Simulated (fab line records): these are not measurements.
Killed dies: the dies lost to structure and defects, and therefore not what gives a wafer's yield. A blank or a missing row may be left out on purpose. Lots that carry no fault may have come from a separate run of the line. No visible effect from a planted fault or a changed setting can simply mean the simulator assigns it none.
Matching of chambers -- flow gf180mcu -- cmp-02 running GF_V5_CMP_04: 4 sister chambers
The step polishes SiO2. 8 wafers are shown with their chamber, then 7 later ones without.

WAFERS WITH THEIR CHAMBER
wafer,chamber,motor_current_A (A)
L906.3,3,13.1
L911.1,3,12.8
L911.2,1,11.7
L911.3,2,12.4
L913.4,2,11.7
L913.5,0,12.4
L914.1,0,12.6
L914.2,1,11.6

WAFERS WITHOUT THEIR CHAMBER
wafer,motor_current_A (A)
L914.3,12.9
L923.1,12.3
L923.3,12.4
L923.5,12.4
L926.3,11.5
L926.4,13.0
L926.5,12.7

CHAMBER TAKEN BY EACH
wafer,from the rows above,in truth
L914.3,can't be placed: 3 or 0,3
L923.1,can't be placed: 0 or 2 or 3 or 1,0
L923.3,can't be placed: 0 or 2 or 3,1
L923.5,can't be placed: 0 or 2 or 3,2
L926.3,can't be placed: 1 or 2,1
L926.4,can't be placed: 3 or 0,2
L926.5,can't be placed: 0 or 3 or 2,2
Placed correctly: 0 of 7. Unplaceable from these rows: 7, with the true chamber sitting among the candidates in 5. 0 placed wrongly.
How it was worked out, from the rows above alone: a wafer's distance from a chamber is the root of the sum, over the readings, of the square of ((its reading less the chamber's mean) divided by the reading's scatter). The wafer belongs to the nearest chamber; if the next one is less than 2 further off, it can't be placed. A chamber's mean is the mean of its shown wafers. How the scatter is found: for the shown wafers, subtract from each reading the mean of its chamber, square and add these, divide the total by (wafers less chambers), then take the root.
